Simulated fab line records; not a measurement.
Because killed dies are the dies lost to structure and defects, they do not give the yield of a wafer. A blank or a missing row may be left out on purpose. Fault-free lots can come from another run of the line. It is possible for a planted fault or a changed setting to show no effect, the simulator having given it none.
Which tool was responsible? :: flow sky130 :: 24 lots with 72 wafers sampled at 6 steps, on a route of 708 steps

== WHAT THE GAUGES SHOWED, per wafer ==
No reading from a measuring or inspecting step in the record can be judged against a usual standard deviation.

== WHAT TOOL EACH LOT RAN ON (gives the tool, then ch and the chambers of the sampled wafers, and finally the start) ==
lot: L074
SKY_LI_CONTACT_CMP_02: cmp-01 ch 0,1,2, day 28 02:40
SKY_METAL1_SPUTTER_04: pvd_sputter-02, day 31 19:23
SKY_VIA1_CMP_02: cmp-02 ch 0,3, day 32 22:57
SKY_VIA2_ETCH_15: rie_diel-02 ch 0,1,2, day 36 10:52
SKY_METAL3_SPUTTER_00: pvd_sputter-02, day 36 12:13
SKY_CAP2M_SPUTTER_02: pvd_sputter-04, day 39 19:44

lot: L075
SKY_LI_CONTACT_CMP_02: cmp-01 ch 0,1,2, day 28 13:08
SKY_METAL1_SPUTTER_04: pvd_sputter-01, day 32 04:37
SKY_VIA1_CMP_02: cmp-02 ch 0,1,2, day 33 09:08
SKY_VIA2_ETCH_15: rie_diel-02 ch 0,1,3, day 36 20:30
SKY_METAL3_SPUTTER_00: pvd_sputter-01, day 36 21:50
SKY_CAP2M_SPUTTER_02: pvd_sputter-02, day 40 05:08

lot: L076
SKY_LI_CONTACT_CMP_02: cmp-01 ch 1,3, day 28 19:41
SKY_METAL1_SPUTTER_04: pvd_sputter-01, day 32 09:35
SKY_VIA1_CMP_02: cmp-01 ch 0,2,3, day 33 12:55
SKY_VIA2_ETCH_15: rie_diel-01 ch 0,3, day 36 22:27
SKY_METAL3_SPUTTER_00: pvd_sputter-02, day 36 23:47
SKY_CAP2M_SPUTTER_02: pvd_sputter-01, day 40 09:04

lot: L077
SKY_LI_CONTACT_CMP_02: cmp-01 ch 1,2,3, day 29 11:09
SKY_METAL1_SPUTTER_04: pvd_sputter-02, day 33 01:10
SKY_VIA1_CMP_02: cmp-02 ch 0,1,3, day 34 05:14
SKY_VIA2_ETCH_15: rie_diel-01 ch 1,2, day 37 16:16
SKY_METAL3_SPUTTER_00: pvd_sputter-02, day 37 17:35
SKY_CAP2M_SPUTTER_02: pvd_sputter-02, day 41 00:23

lot: L079
SKY_LI_CONTACT_CMP_02: cmp-02 ch 0,3, day 30 06:14
SKY_METAL1_SPUTTER_04: pvd_sputter-01, day 33 21:25
SKY_VIA1_CMP_02: cmp-01 ch 0,2,3, day 35 01:49
SKY_VIA2_ETCH_15: rie_diel-02 ch 1,2, day 38 10:56
SKY_METAL3_SPUTTER_00: pvd_sputter-02, day 38 12:19
SKY_CAP2M_SPUTTER_02: pvd_sputter-02, day 41 19:14

lot: L078
SKY_LI_CONTACT_CMP_02: cmp-02 ch 0,1,2, day 30 06:35
SKY_METAL1_SPUTTER_04: pvd_sputter-02, day 33 22:23
SKY_VIA1_CMP_02: cmp-01 ch 0,1,3, day 35 02:40
SKY_VIA2_ETCH_15: rie_diel-01 ch 0,2, day 38 12:55
SKY_METAL3_SPUTTER_00: pvd_sputter-04, day 38 14:35
SKY_CAP2M_SPUTTER_02: pvd_sputter-01, day 41 22:05

lot: L080
SKY_LI_CONTACT_CMP_02: cmp-01 ch 2,3, day 30 13:32
SKY_METAL1_SPUTTER_04: pvd_sputter-04, day 34 03:49
SKY_VIA1_CMP_02: cmp-01 ch 2,3, day 35 08:27
SKY_VIA2_ETCH_15: rie_diel-01 ch 0,2,3, day 38 17:28
SKY_METAL3_SPUTTER_00: pvd_sputter-02, day 38 19:01
SKY_CAP2M_SPUTTER_02: pvd_sputter-01, day 42 00:22

lot: L081
SKY_LI_CONTACT_CMP_02: cmp-01 ch 0,1,3, day 30 15:47
SKY_METAL1_SPUTTER_04: pvd_sputter-04, day 34 04:34
SKY_VIA1_CMP_02: cmp-01 ch 0,2,3, day 35 09:52
SKY_VIA2_ETCH_15: rie_diel-01 ch 0,2,3, day 38 19:02
SKY_METAL3_SPUTTER_00: pvd_sputter-01, day 38 20:33
SKY_CAP2M_SPUTTER_02: pvd_sputter-01, day 42 01:37

lot: L082
SKY_LI_CONTACT_CMP_02: cmp-02 ch 0,2,3, day 30 19:11
SKY_METAL1_SPUTTER_04: pvd_sputter-04, day 34 08:49
SKY_VIA1_CMP_02: cmp-01 ch 0,1, day 35 12:47
SKY_VIA2_ETCH_15: rie_diel-01 ch 0,2,3, day 38 20:35
SKY_METAL3_SPUTTER_00: pvd_sputter-01, day 38 22:07
SKY_CAP2M_SPUTTER_02: pvd_sputter-02, day 42 03:34

lot: L083
SKY_LI_CONTACT_CMP_02: cmp-01 ch 0,2,3, day 31 06:09
SKY_METAL1_SPUTTER_04: pvd_sputter-01, day 34 19:11
SKY_VIA1_CMP_02: cmp-02 ch 0,1,3, day 35 23:51
SKY_VIA2_ETCH_15: rie_diel-02 ch 1,2,3, day 39 07:48
SKY_METAL3_SPUTTER_00: pvd_sputter-01, day 39 09:17
SKY_CAP2M_SPUTTER_02: pvd_sputter-01, day 42 14:45

lot: L084
SKY_LI_CONTACT_CMP_02: cmp-01 ch 0,1,3, day 31 17:26
SKY_METAL1_SPUTTER_04: pvd_sputter-04, day 35 06:40
SKY_VIA1_CMP_02: cmp-02 ch 0,2,3, day 36 10:17
SKY_VIA2_ETCH_15: rie_diel-01 ch 0,3, day 39 17:32
SKY_METAL3_SPUTTER_00: pvd_sputter-04, day 39 18:54
SKY_CAP2M_SPUTTER_02: pvd_sputter-01, day 43 00:26

lot: L085
SKY_LI_CONTACT_CMP_02: cmp-02 ch 1,3, day 31 21:10
SKY_METAL1_SPUTTER_04: pvd_sputter-04, day 35 10:18
SKY_VIA1_CMP_02: cmp-01 ch 0,1,3, day 36 14:50
SKY_VIA2_ETCH_15: rie_diel-01 ch 1,3, day 39 22:45
SKY_METAL3_SPUTTER_00: pvd_sputter-04, day 40 00:05
SKY_CAP2M_SPUTTER_02: pvd_sputter-01, day 43 03:56

lot: L087
SKY_LI_CONTACT_CMP_02: cmp-01 ch 0,2, day 32 06:29
SKY_METAL1_SPUTTER_04: pvd_sputter-01, day 35 20:06
SKY_VIA1_CMP_02: cmp-02 ch 2,3, day 36 22:53
SKY_VIA2_ETCH_15: rie_diel-02 ch 0,1, day 40 07:08
SKY_METAL3_SPUTTER_00: pvd_sputter-04, day 40 08:31
SKY_CAP2M_SPUTTER_02: pvd_sputter-01, day 43 12:24

lot: L086
SKY_LI_CONTACT_CMP_02: cmp-02 ch 0,3, day 32 08:05
SKY_METAL1_SPUTTER_04: pvd_sputter-02, day 35 20:30
SKY_VIA1_CMP_02: cmp-01 ch 0,3, day 36 22:47
SKY_VIA2_ETCH_15: rie_diel-01 ch 0,1, day 40 06:29
SKY_METAL3_SPUTTER_00: pvd_sputter-04, day 40 07:51
SKY_CAP2M_SPUTTER_02: pvd_sputter-01, day 43 10:50

lot: L088
SKY_LI_CONTACT_CMP_02: cmp-01 ch 0,1, day 32 18:05
SKY_METAL1_SPUTTER_04: pvd_sputter-04, day 36 07:49
SKY_VIA1_CMP_02: cmp-02 ch 0,2,3, day 37 10:38
SKY_VIA2_ETCH_15: rie_diel-03 ch 0,2,3, day 40 17:35
SKY_METAL3_SPUTTER_00: pvd_sputter-02, day 40 18:55
SKY_CAP2M_SPUTTER_02: pvd_sputter-02, day 43 21:12

lot: L089
SKY_LI_CONTACT_CMP_02: cmp-01 ch 0,3, day 32 21:22
SKY_METAL1_SPUTTER_04: pvd_sputter-04, day 36 09:32
SKY_VIA1_CMP_02: cmp-01 ch 2,3, day 37 11:33
SKY_VIA2_ETCH_15: rie_diel-03 ch 0,1,2, day 40 18:49
SKY_METAL3_SPUTTER_00: pvd_sputter-01, day 40 20:08
SKY_CAP2M_SPUTTER_02: pvd_sputter-04, day 43 22:29

lot: L090
SKY_LI_CONTACT_CMP_02: cmp-02 ch 0,1,2, day 33 10:59
SKY_METAL1_SPUTTER_04: pvd_sputter-04, day 36 22:56
SKY_VIA1_CMP_02: cmp-01 ch 0,3, day 38 02:31
SKY_VIA2_ETCH_15: rie_diel-01 ch 2,3, day 41 09:14
SKY_METAL3_SPUTTER_00: pvd_sputter-02, day 41 10:34
SKY_CAP2M_SPUTTER_02: pvd_sputter-04, day 44 12:26

lot: L091
SKY_LI_CONTACT_CMP_02: cmp-02 ch 1,2,3, day 33 19:14
SKY_METAL1_SPUTTER_04: pvd_sputter-04, day 37 05:54
SKY_VIA1_CMP_02: cmp-01 ch 1,2, day 38 08:03
SKY_VIA2_ETCH_15: rie_diel-01 ch 0,3, day 41 14:55
SKY_METAL3_SPUTTER_00: pvd_sputter-02, day 41 16:14
SKY_CAP2M_SPUTTER_02: pvd_sputter-01, day 44 18:05

lot: L092
SKY_LI_CONTACT_CMP_02: cmp-01 ch 1,3, day 34 00:01
SKY_METAL1_SPUTTER_04: pvd_sputter-01, day 37 11:14
SKY_VIA1_CMP_02: cmp-02 ch 0,1,3, day 38 14:41
SKY_VIA2_ETCH_15: rie_diel-02 ch 1,2, day 41 20:41
SKY_METAL3_SPUTTER_00: pvd_sputter-04, day 41 22:08
SKY_CAP2M_SPUTTER_02: pvd_sputter-01, day 44 22:37

lot: L093
SKY_LI_CONTACT_CMP_02: cmp-02 ch 0,1,2, day 34 07:20
SKY_METAL1_SPUTTER_04: pvd_sputter-01, day 37 19:35
SKY_VIA1_CMP_02: cmp-02 ch 1,2,3, day 38 22:31
SKY_VIA2_ETCH_15: rie_diel-01 ch 0,1,3, day 42 03:28
SKY_METAL3_SPUTTER_00: pvd_sputter-01, day 42 04:49
SKY_CAP2M_SPUTTER_02: pvd_sputter-01, day 45 05:17

lot: L095
SKY_LI_CONTACT_CMP_02: cmp-02 ch 0,3, day 34 20:22
SKY_METAL1_SPUTTER_04: pvd_sputter-01, day 38 07:13
SKY_VIA1_CMP_02: cmp-02 ch 0,2,3, day 39 09:49
SKY_VIA2_ETCH_15: rie_diel-03 ch 0,2,3, day 42 15:06
SKY_METAL3_SPUTTER_00: pvd_sputter-04, day 42 16:32
SKY_CAP2M_SPUTTER_02: pvd_sputter-01, day 45 16:53

lot: L094
SKY_LI_CONTACT_CMP_02: cmp-02 ch 0,2, day 34 22:50
SKY_METAL1_SPUTTER_04: pvd_sputter-01, day 38 08:23
SKY_VIA1_CMP_02: cmp-01 ch 0,2, day 39 11:26
SKY_VIA2_ETCH_15: rie_diel-01 ch 1,2, day 42 20:21
SKY_METAL3_SPUTTER_00: pvd_sputter-04, day 42 21:40
SKY_CAP2M_SPUTTER_02: pvd_sputter-04, day 45 20:18

lot: L096
SKY_LI_CONTACT_CMP_02: cmp-01 ch 0,1,3, day 35 09:28
SKY_METAL1_SPUTTER_04: pvd_sputter-04, day 38 20:00
SKY_VIA1_CMP_02: cmp-01 ch 0,1,2, day 39 21:52
SKY_VIA2_ETCH_15: rie_diel-02 ch 1,2,3, day 43 01:08
SKY_METAL3_SPUTTER_00: pvd_sputter-01, day 43 02:58
SKY_CAP2M_SPUTTER_02: pvd_sputter-01, day 46 00:41

lot: L097
SKY_LI_CONTACT_CMP_02: cmp-01 ch 0,3, day 35 14:03
SKY_METAL1_SPUTTER_04: pvd_sputter-01, day 39 00:23
SKY_VIA1_CMP_02: cmp-01 ch 0,3, day 40 02:40
SKY_VIA2_ETCH_15: rie_diel-03 ch 0,1,3, day 43 06:36
SKY_METAL3_SPUTTER_00: pvd_sputter-01, day 43 07:58
SKY_CAP2M_SPUTTER_02: pvd_sputter-01, day 46 05:38
- SKY_LI_CONTACT_CMP_02: polishes PSG.
- SKY_METAL1_SPUTTER_04: material TiN, target thk 70 nm, time 58.3 s.
- SKY_VIA1_CMP_02: polishes SiO2.
- SKY_VIA2_ETCH_15: etches SiO2 in C4F8/O2/Ar, stops on TiN, target depth 546 nm, time 84 s.
- SKY_METAL3_SPUTTER_00: material Ti, target thk 15 nm, time 10 s.
- SKY_CAP2M_SPUTTER_02: material TiN, target thk 200 nm, time 166.7 s.

== WHAT THE TOOLS THEMSELVES READ (means of the sampled wafers that have a number; where no wafer has one, the mark that the record gives instead) ==
SKY_LI_CONTACT_CMP_02.
lot: L074
tool: cmp-01
motor_current_A (A): 12.4
time_to_endpoint_s (s): 28.4

lot: L075
tool: cmp-01
motor_current_A (A): 12.6
time_to_endpoint_s (s): 30.8

lot: L076
tool: cmp-01
motor_current_A (A): 13.2
time_to_endpoint_s (s): 32.7

lot: L077
tool: cmp-01
motor_current_A (A): 13.1
time_to_endpoint_s (s): 30.7

lot: L079
tool: cmp-02
motor_current_A (A): 11.4
time_to_endpoint_s (s): 34.2

lot: L078
tool: cmp-02
motor_current_A (A): 12.4
time_to_endpoint_s (s): 33.9

lot: L080
tool: cmp-01
motor_current_A (A): 12.6
time_to_endpoint_s (s): 33.1

lot: L081
tool: cmp-01
motor_current_A (A): 13.5
time_to_endpoint_s (s): 34.8

lot: L082
tool: cmp-02
motor_current_A (A): 11.5
time_to_endpoint_s (s): 34.4

lot: L083
tool: cmp-01
motor_current_A (A): 12.6
time_to_endpoint_s (s): 31.6

lot: L084
tool: cmp-01
motor_current_A (A): 12.9
time_to_endpoint_s (s): 34.2

lot: L085
tool: cmp-02
motor_current_A (A): 12.0
time_to_endpoint_s (s): 34.5

lot: L087
tool: cmp-01
motor_current_A (A): 11.4
time_to_endpoint_s (s): 32.8

lot: L086
tool: cmp-02
motor_current_A (A): 11.4
time_to_endpoint_s (s): 35.0

lot: L088
tool: cmp-01
motor_current_A (A): 12.3
time_to_endpoint_s (s): 33.7

lot: L089
tool: cmp-01
motor_current_A (A): 13.2
time_to_endpoint_s (s): 30.2

lot: L090
tool: cmp-02
motor_current_A (A): 12.4
time_to_endpoint_s (s): 35.6

lot: L091
tool: cmp-02
motor_current_A (A): 11.8
time_to_endpoint_s (s): 37.1

lot: L092
tool: cmp-01
motor_current_A (A): 13.6
time_to_endpoint_s (s): 34.2

lot: L093
tool: cmp-02
motor_current_A (A): 12.2
time_to_endpoint_s (s): 35.9

lot: L095
tool: cmp-02
motor_current_A (A): 11.4
time_to_endpoint_s (s): 35.2

lot: L094
tool: cmp-02
motor_current_A (A): 12.3
time_to_endpoint_s (s): 36.3

lot: L096
tool: cmp-01
motor_current_A (A): 13.0
time_to_endpoint_s (s): 36.7

lot: L097
tool: cmp-01
motor_current_A (A): 12.1
time_to_endpoint_s (s): 38.6

SKY_METAL1_SPUTTER_04.
lot: L074
tool: pvd_sputter-02
throttle_valve_pct (%): 30.4

lot: L075
tool: pvd_sputter-01
throttle_valve_pct (%): 31.1

lot: L076
tool: pvd_sputter-01
throttle_valve_pct (%): 31.4

lot: L077
tool: pvd_sputter-02
throttle_valve_pct (%): 30.2

lot: L079
tool: pvd_sputter-01
throttle_valve_pct (%): 31.3

lot: L078
tool: pvd_sputter-02
throttle_valve_pct (%): 30.2

lot: L080
tool: pvd_sputter-04
throttle_valve_pct (%): 29.9

lot: L081
tool: pvd_sputter-04
throttle_valve_pct (%): 29.9

lot: L082
tool: pvd_sputter-04
throttle_valve_pct (%): 29.6

lot: L083
tool: pvd_sputter-01
throttle_valve_pct (%): 31.0

lot: L084
tool: pvd_sputter-04
throttle_valve_pct (%): 30.1

lot: L085
tool: pvd_sputter-04
throttle_valve_pct (%): 29.5

lot: L087
tool: pvd_sputter-01
throttle_valve_pct (%): 30.9

lot: L086
tool: pvd_sputter-02
throttle_valve_pct (%): 30.2

lot: L088
tool: pvd_sputter-04
throttle_valve_pct (%): 29.6

lot: L089
tool: pvd_sputter-04
throttle_valve_pct (%): 30.7

lot: L090
tool: pvd_sputter-04
throttle_valve_pct (%): 29.5

lot: L091
tool: pvd_sputter-04
throttle_valve_pct (%): 29.4

lot: L092
tool: pvd_sputter-01
throttle_valve_pct (%): 29.9

lot: L093
tool: pvd_sputter-01
throttle_valve_pct (%): 30.7

lot: L095
tool: pvd_sputter-01
throttle_valve_pct (%): 31.2

lot: L094
tool: pvd_sputter-01
throttle_valve_pct (%): 31.0

lot: L096
tool: pvd_sputter-04
throttle_valve_pct (%): 30.5

lot: L097
tool: pvd_sputter-01
throttle_valve_pct (%): 32.0

SKY_VIA1_CMP_02.
lot: L074
tool: cmp-02
motor_current_A (A): 10.8

lot: L075
tool: cmp-02
motor_current_A (A): 12.2

lot: L076
tool: cmp-01
motor_current_A (A): 12.5

lot: L077
tool: cmp-02
motor_current_A (A): 11.7

lot: L079
tool: cmp-01
motor_current_A (A): 12.4

lot: L078
tool: cmp-01
motor_current_A (A): 13.3

lot: L080
tool: cmp-01
motor_current_A (A): 12.3

lot: L081
tool: cmp-01
motor_current_A (A): 12.2

lot: L082
tool: cmp-01
motor_current_A (A): 11.9

lot: L083
tool: cmp-02
motor_current_A (A): 11.5

lot: L084
tool: cmp-02
motor_current_A (A): 11.5

lot: L085
tool: cmp-01
motor_current_A (A): 13.3

lot: L087
tool: cmp-02
motor_current_A (A): 11.8

lot: L086
tool: cmp-01
motor_current_A (A): 12.3

lot: L088
tool: cmp-02
motor_current_A (A): 11.3

lot: L089
tool: cmp-01
motor_current_A (A): 13.4

lot: L090
tool: cmp-01
motor_current_A (A): 12.7

lot: L091
tool: cmp-01
motor_current_A (A): 13.1

lot: L092
tool: cmp-02
motor_current_A (A): 11.2

lot: L093
tool: cmp-02
motor_current_A (A): 12.0

lot: L095
tool: cmp-02
motor_current_A (A): 11.3

lot: L094
tool: cmp-01
motor_current_A (A): 11.6

lot: L096
tool: cmp-01
motor_current_A (A): 12.3

lot: L097
tool: cmp-01
motor_current_A (A): 13.5

SKY_VIA2_ETCH_15.
lot: L074
tool: rie_diel-02
oes_product_au (a.u.): 0.939

lot: L075
tool: rie_diel-02
oes_product_au (a.u.): 0.942

lot: L076
tool: rie_diel-01
oes_product_au (a.u.): 0.945

lot: L077
tool: rie_diel-01
oes_product_au (a.u.): 0.937

lot: L079
tool: rie_diel-02
oes_product_au (a.u.): 0.932

lot: L078
tool: rie_diel-01
oes_product_au (a.u.): 0.937

lot: L080
tool: rie_diel-01
oes_product_au (a.u.): 0.938

lot: L081
tool: rie_diel-01
oes_product_au (a.u.): 0.935

lot: L082
tool: rie_diel-01
oes_product_au (a.u.): 0.941

lot: L083
tool: rie_diel-02
oes_product_au (a.u.): 0.943

lot: L084
tool: rie_diel-01
oes_product_au (a.u.): 0.936

lot: L085
tool: rie_diel-01
oes_product_au (a.u.): 0.939

lot: L087
tool: rie_diel-02
oes_product_au (a.u.): 0.937

lot: L086
tool: rie_diel-01
oes_product_au (a.u.): 0.943

lot: L088
tool: rie_diel-03
oes_product_au (a.u.): 0.941

lot: L089
tool: rie_diel-03
oes_product_au (a.u.): 0.942

lot: L090
tool: rie_diel-01
oes_product_au (a.u.): 0.937

lot: L091
tool: rie_diel-01
oes_product_au (a.u.): 0.941

lot: L092
tool: rie_diel-02
oes_product_au (a.u.): 0.940

lot: L093
tool: rie_diel-01
oes_product_au (a.u.): 0.936

lot: L095
tool: rie_diel-03
oes_product_au (a.u.): 0.943

lot: L094
tool: rie_diel-01
oes_product_au (a.u.): 0.940

lot: L096
tool: rie_diel-02
oes_product_au (a.u.): 0.944

lot: L097
tool: rie_diel-03
oes_product_au (a.u.): 0.940

SKY_METAL3_SPUTTER_00.
lot: L074
tool: pvd_sputter-02
throttle_valve_pct (%): 30.3

lot: L075
tool: pvd_sputter-01
throttle_valve_pct (%): 30.5

lot: L076
tool: pvd_sputter-02
throttle_valve_pct (%): 30.3

lot: L077
tool: pvd_sputter-02
throttle_valve_pct (%): 30.1

lot: L079
tool: pvd_sputter-02
throttle_valve_pct (%): 30.4

lot: L078
tool: pvd_sputter-04
throttle_valve_pct (%): 29.6

lot: L080
tool: pvd_sputter-02
throttle_valve_pct (%): 30.2

lot: L081
tool: pvd_sputter-01
throttle_valve_pct (%): 30.3

lot: L082
tool: pvd_sputter-01
throttle_valve_pct (%): 30.3

lot: L083
tool: pvd_sputter-01
throttle_valve_pct (%): 30.5

lot: L084
tool: pvd_sputter-04
throttle_valve_pct (%): 30.4

lot: L085
tool: pvd_sputter-04
throttle_valve_pct (%): 29.9

lot: L087
tool: pvd_sputter-04
throttle_valve_pct (%): 29.8

lot: L086
tool: pvd_sputter-04
throttle_valve_pct (%): 30.4

lot: L088
tool: pvd_sputter-02
throttle_valve_pct (%): 30.4

lot: L089
tool: pvd_sputter-01
throttle_valve_pct (%): 30.5

lot: L090
tool: pvd_sputter-02
throttle_valve_pct (%): 30.1

lot: L091
tool: pvd_sputter-02
throttle_valve_pct (%): 30.1

lot: L092
tool: pvd_sputter-04
throttle_valve_pct (%): 29.8

lot: L093
tool: pvd_sputter-01
throttle_valve_pct (%): 30.8

lot: L095
tool: pvd_sputter-04
throttle_valve_pct (%): 29.9

lot: L094
tool: pvd_sputter-04
throttle_valve_pct (%): 30.5

lot: L096
tool: pvd_sputter-01
throttle_valve_pct (%): 31.5

lot: L097
tool: pvd_sputter-01
throttle_valve_pct (%): 31.3

SKY_CAP2M_SPUTTER_02.
lot: L074
tool: pvd_sputter-04
throttle_valve_pct (%): 30.5

lot: L075
tool: pvd_sputter-02
throttle_valve_pct (%): 30.6

lot: L076
tool: pvd_sputter-01
throttle_valve_pct (%): 30.9

lot: L077
tool: pvd_sputter-02
throttle_valve_pct (%): 30.4

lot: L079
tool: pvd_sputter-02
throttle_valve_pct (%): 30.6

lot: L078
tool: pvd_sputter-01
throttle_valve_pct (%): 31.1

lot: L080
tool: pvd_sputter-01
throttle_valve_pct (%): 31.6

lot: L081
tool: pvd_sputter-01
throttle_valve_pct (%): 30.1

lot: L082
tool: pvd_sputter-02
throttle_valve_pct (%): 30.0

lot: L083
tool: pvd_sputter-01
throttle_valve_pct (%): 31.0

lot: L084
tool: pvd_sputter-01
throttle_valve_pct (%): 30.4

lot: L085
tool: pvd_sputter-01
throttle_valve_pct (%): 31.9

lot: L087
tool: pvd_sputter-01
throttle_valve_pct (%): 30.5

lot: L086
tool: pvd_sputter-01
throttle_valve_pct (%): 30.1

lot: L088
tool: pvd_sputter-02
throttle_valve_pct (%): 29.7

lot: L089
tool: pvd_sputter-04
throttle_valve_pct (%): 30.6

lot: L090
tool: pvd_sputter-04
throttle_valve_pct (%): 30.1

lot: L091
tool: pvd_sputter-01
throttle_valve_pct (%): 30.7

lot: L092
tool: pvd_sputter-01
throttle_valve_pct (%): 30.5

lot: L093
tool: pvd_sputter-01
throttle_valve_pct (%): 30.9

lot: L095
tool: pvd_sputter-01
throttle_valve_pct (%): 30.7

lot: L094
tool: pvd_sputter-04
throttle_valve_pct (%): 30.2

lot: L096
tool: pvd_sputter-01
throttle_valve_pct (%): 30.4

lot: L097
tool: pvd_sputter-01
throttle_valve_pct (%): 31.2

== THE ANSWER, worked out from the rows above alone ==
Rule: what is usual is taken from the lots themselves. The widest of any qualifying gaps counts: lots, ordered by their means at a reading, are off when they make up no more than a third of the lots, leave a main group of 4 or more, and stand apart from it by 3 or more times the standard deviation of that group's means. A main group is skipped when, at the precision printed for the reading in the tables above, its means are all equal. Also off: a lot with no number at a reading for which 4 or more lots have one. Any other lot the step has rows for is counted as sound. After the gauges, taken in route order, come the tools' own readings; for these a lot's mean is taken, as printed above. The first step at which some lot is off is used, and at that step the reading that is off furthest; a lot without a number counts as furthest.
No lot is off on any of the readings shown, so nothing can be concluded from this.

== WHAT HAD BEEN PUT IN BY THE SIMULATOR ==
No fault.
